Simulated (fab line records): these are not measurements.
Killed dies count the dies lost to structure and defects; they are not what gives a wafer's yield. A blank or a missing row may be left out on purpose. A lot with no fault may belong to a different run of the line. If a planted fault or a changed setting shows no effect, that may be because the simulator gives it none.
8D (eight disciplines) problem report, filled in by code ; flow sky130 ; the parts of the form that need people (team, actions taken, sign-off) are left out

## 1. THE ISSUE
oesProductAu at SKY_POLY_CUT_ETCH_10 reads a mean of 0.717 a.u. on 2 wafers of 2 lots; wafers without a fault read 0.855 a.u. with a standard deviation of 0.0049. That is -28 standard deviations from the usual mean.
The step: etches BARC in N2/H2, stops on SiO2, time 45.9 s, target depth 60 nm.
The first sign was on wafer L548.2 at day 30 06:50, on rieDiel-01. The record has a number at this step for 42 wafers belonging to 14 lots. By rule, "out" or "out of limits" means more than 4 standard deviations away from the usual mean. The rest of the wafers with a number are treated as sound.

## 2. WHAT THIS IS AND IS NOT
question;is;is not
which readings at this step;oesProductAu;drypumpMotorCurrentA
which lots;L547, L548;L530, L532, L533, L534, L535, L536, L538, L539, L546, L549, L550, L553
which wafers of those lots;L547.2, L548.2;L547.1, L547.4, L548.4, L548.5
read on which tools;rieDiel-01;rieDiel-02, rieDiel-03
when;from day 30 06:50;"up to then (29 sound wafers); but 11 sound wafers of L547, L549, L550, L553 came after"

## 3. WHAT RULES OUT EACH SUSPECT
Counting: if a tool at a process step up to the reading ran every lot that is out, it stays a suspect. Sound lots after the first of them don't rule it out here, since some wafers of a struck lot are sound.
- rieDiel-01 at SKY_POLY_CUT_ETCH_10 (etches BARC in N2/H2, stops on SiO2, time 45.9 s, target depth 60 nm): kept. It ran every lot that is out, first L548 (day 30 06:50); its last sound lot up to then is L536 (day 26 08:29). On those wafers its own readings are out: oesProductAu.
Remaining after the count: rieDiel-01 at SKY_POLY_CUT_ETCH_10.

## 4. THE CAUSE (what the simulator had put in)
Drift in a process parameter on rieDiel-01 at SKY_POLY_CUT_ETCH_10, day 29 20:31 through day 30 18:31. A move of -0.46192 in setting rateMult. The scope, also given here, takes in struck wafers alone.
This tool alone remained once counting was done.

## 5. THE CHAIN OF EFFECTS, in route order
Each row: a reading where the mean over the struck wafers with a number is more than 3 standard deviations away from the usual. Only readings for which the record gives a usual standard deviation are gone through. hours: the time from each lot's start at the first step in this table that gives one to its start at this step, as a median over the lots. sigmas: the change in usual standard deviations.
hours;step;reading;usual;on struck wafers;change;sigmas
0;SKY_POLY_CUT_ETCH_10;oesProductAu;0.855 a.u.;0.717;-0.138;-28
0;SKY_POLY_CUT_ETCH_11;oesProductAu;0.831 a.u.;0.377;-0.454;-72
0;SKY_POLY_CUT_ETCH_11;throttleValvePct;14.995 %;14.948;-0.047;-5.2
Here are the process steps it includes:
- SKY_POLY_CUT_ETCH_10: etches BARC in N2/H2, stops on SiO2, time 45.9 s, target depth 60 nm.
- SKY_POLY_CUT_ETCH_11: etches Si3N4 in CF4/CH2F2/Ar, stops on poly-Si, time 42.5 s, target depth 60 nm.
Readings that are blank on the struck wafers while sound wafers have them: cdNm at SKY_SD_N_CD_MEAS_07; SD_N_OVL at SKY_SD_N_OVL_MEAS_08.

## 6. WHAT WOULD HAVE CAUGHT IT SOONER
In this record no reading fell out of limits until day 30 06:50, 10 hours after the fault had begun at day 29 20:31.
